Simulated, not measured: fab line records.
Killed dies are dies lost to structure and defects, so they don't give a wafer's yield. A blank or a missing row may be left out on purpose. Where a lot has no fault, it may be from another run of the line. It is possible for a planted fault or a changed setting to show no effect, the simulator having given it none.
Which tool did it?    flow gf180mcu    10 lots, 30 wafers sampled, at 6 steps of a route of 602

== WHAT THE GAUGES SHOWED, per wafer ==
GF_V3_OVL_MEAS_15. Usual: V3_OVL typically reads -2 nm, with standard deviation 5.9.
lot   measured      on          V3_OVL (nm)  flag
L675  day 22 09:43  overlay-02  3 0 5        
L676  day 22 19:10  overlay-02  -3 -4 -11    
L678  day 23 10:07  overlay-01  2 -4 9       
L679  day 24 06:54  overlay-02  -11 0 4      
L682  day 25 18:34  overlay-01  -5 -11 -8    
L685  day 26 14:46  overlay-02  -11 4 -10    
L690  day 27 17:13  overlay-01  1 -6 3       
L693  day 28 09:52  overlay-01  -1 -11 -7    
L695  day 29 00:52  overlay-02  7 4 2        
L697  day 29 16:37  overlay-01  -3 0 -3      

GF_V3_RS_MEAS_24: a four-point-probe measurement. Usual: V3_W_RS typically reads 0.326 ohm/sq, with standard deviation 0.0033.
lot   measured      on             V3_W_RS (ohm/sq)   flag
L675  day 22 10:38  film-metro-01  0.327 0.329 0.327  
L676  day 22 20:05  film-metro-04  0.328 0.325 0.325  
L678  day 23 11:01  film-metro-04  0.324 0.331 0.327  
L679  day 24 07:51  film-metro-03  0.327 0.330 0.329  
L682  day 25 19:28  film-metro-01  0.324 0.325 0.322  
L685  day 26 15:50  film-metro-01  0.327 0.327 0.321  
L690  day 27 18:08  film-metro-01  0.703 0.330 0.329  OFF
L693  day 28 10:49  film-metro-04  0.323 0.327 0.323  
L695  day 29 01:48  film-metro-01  0.324 0.327 0.323  
L697  day 29 17:35  film-metro-01  0.323 0.329 0.328  

GF_V3_THK_MEAS_25: measures by xrf. Usual: V3_W_THK typically reads 345 nm, with standard deviation 4.7.
lot   measured      on             V3_W_THK (nm)  flag
L675  day 22 10:45  film-metro-01  340 335 337    
L676  day 22 20:12  film-metro-04  347 353 350    
L678  day 23 11:08  film-metro-04  349 342 350    
L679  day 24 07:58  film-metro-03  347 343 346    
L682  day 25 19:35  film-metro-01  342 340 343    
L685  day 26 15:56  film-metro-01  347 350 354    
L690  day 27 18:15  film-metro-01  163 343 344    OFF
L693  day 28 10:55  film-metro-04  350 347 350    
L695  day 29 01:55  film-metro-01  344 343 346    
L697  day 29 17:41  film-metro-01  347 341 341    

== EACH LOT AND THE TOOL THAT RAN IT (in order: tool; ch and the chambers of the sampled wafers; start) ==
lot   GF_V3_CMP_04                   GF_V3_STRIP_18                        GF_V3_CVD_23
L675  cmp-02 ch 1,3, day 21 09:19    plasma-asher-03 ch 1, day 22 09:53    cvd-w-01 ch 0, day 22 10:31
L676  cmp-01 ch 2,3, day 21 19:59    plasma-asher-04 ch 1, day 22 19:20    cvd-w-01 ch 0, day 22 19:58
L678  cmp-01 ch 1,2, day 22 10:07    plasma-asher-02 ch 0,1, day 23 10:16  cvd-w-01 ch 0,1, day 23 10:55
L679  cmp-02 ch 0,1,3, day 23 08:23  plasma-asher-02 ch 0,1, day 24 07:04  cvd-w-02 ch 1, day 24 07:43
L682  cmp-02 ch 0,1,3, day 24 20:43  plasma-asher-03 ch 0,1, day 25 18:43  cvd-w-01 ch 0,1, day 25 19:22
L685  cmp-01 ch 1,2, day 25 17:31    plasma-asher-02 ch 0,1, day 26 14:56  cvd-w-01 ch 0,1, day 26 15:42
L690  cmp-01 ch 1,3, day 26 20:32    plasma-asher-02 ch 0,1, day 27 17:22  cvd-w-01 ch 0,1, day 27 18:01
L693  cmp-01 ch 1,2,3, day 27 13:58  plasma-asher-03 ch 0,1, day 28 10:02  cvd-w-02 ch 0,1, day 28 10:41
L695  cmp-02 ch 0,1,3, day 28 05:11  plasma-asher-03 ch 0,1, day 29 01:01  cvd-w-02 ch 0,1, day 29 01:41
L697  cmp-01 ch 2,3, day 28 20:44    plasma-asher-02 ch 0,1, day 29 16:47  cvd-w-02 ch 0,1, day 29 17:28
- GF_V3_CMP_04: polishes SiO2.
- GF_V3_STRIP_18: strips in O2/N2.
- GF_V3_CVD_23: deposits W, target thk 350 nm, time 104.9 s.

== AS READ BY THE TOOLS THEMSELVES (means over the sampled wafers that have a number; for cases with no such wafer, the mark the record gives instead) ==
GF_V3_CMP_04. Usual: motor-current-A 12.0 A, standard deviation 1; platen-rpm 60.00 rpm, standard deviation 0.041; slurry-filter-dp-kPa 13.51 kPa, standard deviation 0.14; time-to-endpoint-s 79 s, standard deviation 6.
lot   tool    motor-current-A (A)  platen-rpm (rpm)  slurry-filter-dp-kPa (kPa)  time-to-endpoint-s (s)  flag
L675  cmp-02  11.6                 60.01             13.53                       76                      
L676  cmp-01  12.7                 60.01             13.52                       74                      
L678  cmp-01  11.5                 59.99             13.55                       78                      
L679  cmp-02  12.2                 60.00             13.45                       76                      
L682  cmp-02  12.6                 60.03             13.41                       79                      
L685  cmp-01  11.1                 60.01             13.59                       81                      
L690  cmp-01  12.3                 60.02             13.52                       71                      
L693  cmp-01  11.6                 60.01             13.50                       74                      
L695  cmp-02  12.3                 59.99             13.39                       80                      
L697  cmp-01  12.2                 59.99             13.45                       74                      

GF_V3_STRIP_18. Usual: chamber-pressure-mTorr 1500.0 mTorr, standard deviation 1.4; drypump-motor-current-A 5.7 A, standard deviation 0.41; heater-power-w 333 W, standard deviation 39; oes-product-au 0.592 a.u., standard deviation 0.0052.
lot   tool             chamber-pressure-mTorr (mTorr)  drypump-motor-current-A (A)  heater-power-w (W)  oes-product-au (a.u.)  flag
L675  plasma-asher-03  1501.0                          5.6                          363                 0.594                  
L676  plasma-asher-04  1499.7                          5.8                          267                 0.586                  
L678  plasma-asher-02  1499.2                          6.2                          368                 0.589                  
L679  plasma-asher-02  1500.9                          6.1                          348                 0.592                  
L682  plasma-asher-03  1498.5                          5.4                          346                 0.589                  
L685  plasma-asher-02  1500.6                          6.1                          352                 0.590                  
L690  plasma-asher-02  1499.9                          6.1                          351                 0.591                  
L693  plasma-asher-03  1498.7                          5.4                          349                 0.591                  
L695  plasma-asher-03  1498.5                          5.2                          325                 0.593                  
L697  plasma-asher-02  1500.0                          6.2                          364                 0.586                  

GF_V3_CVD_23. Usual: chamber-pressure-Torr 39.99 Torr, standard deviation 0.086; heater-power-w 841 W, standard deviation 71.
lot   tool      chamber-pressure-Torr (Torr)  heater-power-w (W)  flag
L675  cvd-w-01  39.95                         911                 
L676  cvd-w-01  39.97                         923                 
L678  cvd-w-01  39.95                         861                 
L679  cvd-w-02  39.89                         821                 
L682  cvd-w-01  39.98                         874                 
L685  cvd-w-01  39.98                         812                 
L690  cvd-w-01  40.01                         874                 
L693  cvd-w-02  40.07                         846                 
L695  cvd-w-02  40.00                         853                 
L697  cvd-w-02  39.94                         861                 

== THE ANSWER, worked out from the rows above alone ==
Rule: a lot counts as off when the mean over its wafers that have a number is more than 3 standard deviations away from the usual mean. Also off: a lot with no number at a reading for which 4 or more lots have one. Any other lot the step has rows for is counted as sound. After the gauges, taken in route order, come the tools' own readings; for these a lot's mean is taken, as printed above. At the first step where some lot is off, the reading lying furthest off is the one used; lots without a number count as furthest.
Off: L690, at GF_V3_RS_MEAS_24 (V3_W_RS).
A tool fits if, at a process step before that reading, it ran every lot that is off, and no sound lot after the first of them. Those tools and the gauges at GF_V3_RS_MEAS_24 are tried in the same way. One fits: GF_V3_CVD_23 on cvd-w-01. A fault onset in the window from L685 (day 26 15:42, its last sound lot) to L690 (day 27 18:01, its first lot off) fits.

== WHAT THE SIMULATOR HAD INSERTED ==
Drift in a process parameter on cvd-w-01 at GF_V3_CVD_23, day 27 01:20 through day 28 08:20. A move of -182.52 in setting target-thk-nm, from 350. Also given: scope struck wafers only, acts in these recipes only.
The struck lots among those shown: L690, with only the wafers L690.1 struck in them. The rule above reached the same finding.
